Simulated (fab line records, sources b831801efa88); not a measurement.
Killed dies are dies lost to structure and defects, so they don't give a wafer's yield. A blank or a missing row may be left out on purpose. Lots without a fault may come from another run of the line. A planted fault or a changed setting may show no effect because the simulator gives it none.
fab line records | flow sfq_line
record lots=15 wafers=45 last_day=87
route steps=325 shown I3@134
lots that met no fault: from a run of the same line without faults
start_h: hours from the record's first day to the start of the lot's first wafer shown | wait_h: hours since the lot's step before | " the same as in the row above | L1.1+2: a row that stands for several wafers | - no value, or no start given | * or withheld: withheld | < > ~ a bound
route shown NAME@n: a module of which the file shows steps, and the number in the route of the first | usual: mean/standard deviation of fault-free wafers | same: alike in all rows | chamber/n: place in a boat | sites: the reading at each site | _std_site: their standard deviation | _edge_site: outer sites' mean less inner sites' | radius_mm: how far each site lies from the wafer's centre | mask NAME#n: copy n | behind: the tool/chamber that last shaped the wafer | hold: why the lot was held/for how many hours/how that ended | device: the transistor (n, p or np) that didn't switch | end of line: the same wafers' tests at the end of the route | a step without rows: its recipe alone | killed: dies lost to structure and defects at the first sort, not the wafer's yield | map: a wafer's dies, x killed, . not, _ none there
set.NAME: the setting as run; set.NAME@STEP: as run at that earlier step | model.NAME: the simulator's own value behind a step, which no gauge read
steps of the route over a sample of lots; a table a step, a row a wafer
services: from which hour (start_h, from the record's first day; less than 0 if before it) a tool's chamber was out of use, for how many hours, and why
## steps
# step SFQ_TRILAYER_I3_CMP_CMP_082
# recipe material=SiO2 down_force_psi=3 platen_rpm=60 pad_velocity_m_s=0.94248
# usual motor_current_A=10.1/1 slurry_flow_ml_min=150.0/0.42 time_to_endpoint_s=216/6.7
# columns lot.wafer tool chamber start_h wait_h motor_current_A slurry_flow_ml_min time_to_endpoint_s
L215.4 cmp-01 0 713.12 6.1 9.0 149.3 227
L215.5 " 1 " " 8.5 149.9 210
L215.6 " 2 " " 8.8 149.1 221
L217.1 cmp-02 3 919.70 1.4 11.2 150.0 211
L217.2 " 0 " " 8.8 149.7 210
L217.6 " 2 921.20 2.9 10.9 150.8 212
L218.4 cmp-02 0 926.06 2.8 9.1 150.6 211
L218.2 " 1 " " 10.7 150.0 205
L218.1 " 2 " " 11.6 149.9 216
L219.3 cmp-02 1 929.56 5.0 10.8 149.6 216
L219.4 " 2 " " 11.6 150.1 200
L219.5 " 0 931.06 6.4 8.4 149.5 225
L220.4 cmp-02 3 935.56 6.1 10.5 149.5 207
L220.3 " 1 936.56 7.2 11.7 150.4 225
L220.5 " 3 937.56 8.1 10.5 149.9 220
L221.1 cmp-02 3 1062.65 0.0 10.5 149.7 215
L221.4 " 1 1063.65 1.0 10.8 149.5 230
L221.6 " 0 1065.15 2.5 8.6 149.7 223
L222.1 cmp-01 2 1067.95 0.5 9.0 150.3 211
L222.6 " 1 1069.45 2.0 8.8 150.1 217
L222.5 " 2 " " 9.5 151.0 218
L228.1 cmp-02 3 1140.48 0.5 11.0 150.1 220
L228.5 " 2 1141.98 2.0 11.6 149.3 219
L228.6 " 3 " " 10.3 150.7 223
L229.3 cmp-02 0 1145.27 0.5 8.7 150.0 221
L229.4 " 1 " " 10.6 150.6 222
L229.6 " 0 1147.27 2.5 8.7 150.4 228
L231.3 cmp-02 3 1170.97 4.1 11.0 149.5 210
L231.2 " 1 1171.97 5.1 10.5 150.4 215
L231.6 " 2 " " 11.4 150.4 209
L232.1 cmp-01 1 1176.03 3.1 8.3 150.2 213
L232.3 " 2 " " 9.4 150.3 225
L232.6 " 2 1178.53 5.6 9.4 150.0 230
L233.4 cmp-02 3 1184.44 1.0 10.0 149.8 224
L233.1 " 0 " " 9.2 150.8 207
L233.5 " 2 1185.94 2.5 11.2 149.9 214
L235.1 cmp-02 1 1198.27 0.5 10.7 150.0 220
L235.4 " 2 " " 11.5 148.7 211
L235.5 " 0 1199.77 2.0 9.3 150.3 222
L237.2 cmp-02 2 1215.07 2.8 11.2 149.3 204
L237.4 " 0 1216.07 3.7 9.0 149.7 214
L237.6 " 1 " " 11.0 150.0 203
L238.3 cmp-02 3 1218.07 4.7 11.2 150.3 208
L238.1 " 1 1219.07 5.7 10.9 150.1 206
L238.5 " 2 " " 11.2 150.5 214
# step SFQ_TRILAYER_I3_METRO_MEASURE_083
# usual thk_nm=199.6/0.92
# columns lot.wafer tool chamber start_h wait_h thk_nm
L215.4 film_metro-01 - 715.34 0.6 199.8
L215.5 " - " " 198.3
L215.6 " - " " 200.4
L217.1 film_metro-04 - 921.82 0.1 200.5
L217.2 " - " " 200.0
L217.6 " - " " 199.4
L218.1 film_metro-04 - 929.18 0.1 198.3
L218.2 " - " " 219.7
L218.4 " - " " 220.1
L219.3 film_metro-02 - 932.58 0.5 199.8
L219.4 " - " " 218.9
L219.5 " - " " 200.6
L220.3 film_metro-04 - 938.58 0.5 200.3
L220.4 " - " " 220.5
L220.5 " - " " 200.8
L221.1 film_metro-04 - 1065.77 0.1 199.2
L221.4 " - " " 201.6
L221.6 " - " " 200.6
L222.1 film_metro-04 - 1070.57 0.1 199.4
L222.5 " - " " 200.0
L222.6 " - " " 199.4
L228.1 film_metro-04 - 1143.10 0.1 198.6
L228.5 " - " " 198.2
L228.6 " - " " 196.9
L229.3 film_metro-01 - 1148.29 0.5 199.2
L229.4 " - " " 199.6
L229.6 " - " " 199.2
L231.2 film_metro-02 - 1173.79 0.3 200.6
L231.3 " - " " 201.3
L231.6 " - " " 198.4
L232.1 film_metro-04 - 1179.15 0.1 200.3
L232.3 " - " " 201.6
L232.6 " - " " 201.6
L233.1 film_metro-01 - 1186.56 0.1 200.5
L233.4 " - " " 200.1
L233.5 " - " " 199.1
L235.1 film_metro-02 - 1200.89 0.1 198.7
L235.4 " - " " 198.6
L235.5 " - " " 199.4
L237.2 film_metro-02 - 1217.89 0.3 199.0
L237.4 " - " " 200.6
L237.6 " - " " 199.1
L238.1 film_metro-01 - 1220.69 0.1 198.8
L238.3 " - " " 199.4
L238.5 " - " " 199.5
# step SFQ_TRILAYER_I3_VIA_ETCH_VIA_ETCH_088
# recipe target=SiO2 stop_on=Nb mask_material=PR taper_deg=20 chemistry=CHF3 target_depth_nm=260 source_w=500 bias_w=80 pressure_mtorr=30 time_s=withheld
# usual drypump_motor_current_A=5.8/0.61 oes_product_au=0.853/0.0055
# columns lot.wafer tool chamber start_h wait_h drypump_motor_current_A oes_product_au
L215.4 rie_diel-01 3 719.34 0.0 6.1 0.863
L215.5 " 1 " " 5.0 0.847
L215.6 " 2 " " 5.8 0.859
L217.1 rie_diel-03 2 926.35 0.0 6.4 0.852
L217.2 " 1 " " 6.8 0.865
L217.6 " 3 " " 5.8 0.854
L218.1 rie_diel-04 3 933.26 0.0 6.1 0.853
L218.2 " 1 " " 4.9 0.897
L218.4 " 2 " " 5.2 0.899
L219.3 rie_diel-04 1 938.55 0.0 4.9 0.853
L219.4 " 3 " " 6.0 0.904
L219.5 " 1 " " 4.9 0.860
L220.3 rie_diel-03 1 941.71 0.0 6.8 0.858
L220.4 " 2 " " 6.4 0.901
L220.5 " 2 " " 6.4 0.861
L221.1 rie_diel-03 2 1069.30 0.0 6.4 0.851
L221.4 " 3 " " 5.8 0.869
L221.6 " 2 " " 6.4 0.862
L222.1 rie_diel-01 3 1074.14 0.0 6.0 0.857
L222.5 " 1 " " 5.0 0.867
L222.6 " 0 " " 5.5 0.854
L228.1 rie_diel-01 2 1147.71 0.0 5.9 0.851
L228.5 " 0 " " 5.4 0.857
L228.6 " 3 " " 6.1 0.848
L229.3 rie_diel-03 3 1152.44 0.0 5.8 0.854
L229.4 " 1 " " 6.8 0.857
L229.6 " 2 " " 6.4 0.850
L231.2 rie_diel-03 3 1177.12 0.0 5.8 0.855
L231.3 " 0 " " 6.2 0.854
L231.6 " 2 " " 6.4 0.856
L232.1 rie_diel-04 2 1182.68 0.0 5.2 0.856
L232.3 " 3 " " 6.0 0.864
L232.6 " 1 " " 4.8 0.856
L233.1 rie_diel-03 3 1205.89 0.0 5.9 0.859
L233.4 " 1 " " 6.8 0.856
L233.5 " 1 " " 6.8 0.850
L235.1 rie_diel-01 2 1209.49 0.0 5.9 0.843
L235.4 " 0 " " 5.4 0.846
L235.5 " 3 " " 6.1 0.852
L237.2 rie_diel-01 3 1221.22 0.0 6.1 0.857
L237.4 " 0 " " 5.4 0.859
L237.6 " 1 " " 5.0 0.847
L238.1 rie_diel-03 0 1224.95 0.0 6.1 0.852
L238.3 " 2 " " 6.4 0.857
L238.5 " 1 " " 6.8 0.852
## services
# columns tool chamber start_h hours kind
rie_diel-03 3 699.08 6.0 repair
rie_diel-03 2 700.94 7.6 repair
film_metro-04 - 707.69 5.7 repair
rie_diel-03 2 720.85 9.0 repair
cmp-02 - 723.68 1.3 repair
film_metro-04 - 732.37 2.0 pm
cmp-02 - 746.91 4.0 pm
rie_diel-03 1 776.95 6.9 repair
film_metro-04 - 812.51 1.3 pm
rie_diel-03 - 824.24 0.4 repair
cmp-02 - 835.19 1.6 repair
rie_diel-03 3 851.73 9.6 repair
rie_diel-03 1 874.29 5.9 repair
film_metro-04 - 887.03 0.6 pm
film_metro-04 - 893.62 0.3 pm
cmp-02 - 903.55 1.2 repair
rie_diel-03 - 916.86 0.4 repair
film_metro-04 - 923.02 0.6 pm
cmp-02 - 1032.48 4.6 repair
cmp-02 - 1040.75 0.6 repair
cmp-02 - 1049.54 4.0 repair
cmp-02 - 1056.54 5.3 pm
cmp-02 - 1087.25 4.0 pm
cmp-02 - 1157.15 1.6 repair
## key
first_sign step=SFQ_TRILAYER_I3_METRO_MEASURE_083 reading=thk_nm direction=up sigmas=22 usual=199.6 struck=219.8
effect step=SFQ_TRILAYER_I3_VIA_ETCH_VIA_ETCH_088 reading=oes_product_au direction=up sigmas=8.5 usual=0.853 struck=0.900
met_at SFQ_TRILAYER_I3_CMP_CMP_082
struck_lots L218,L219,L220
struck_wafers L218.2,L218.4,L219.4,L220.4
fault kind=process_parameter_drift tool=cmp-02 chamber=- onset_h=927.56 steps=SFQ_TRILAYER_I3_CMP_CMP_082 channel=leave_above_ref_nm offset=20 shape=step end_h=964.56 scope=struck_wafers_only acts_in=these_recipes_only stated=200
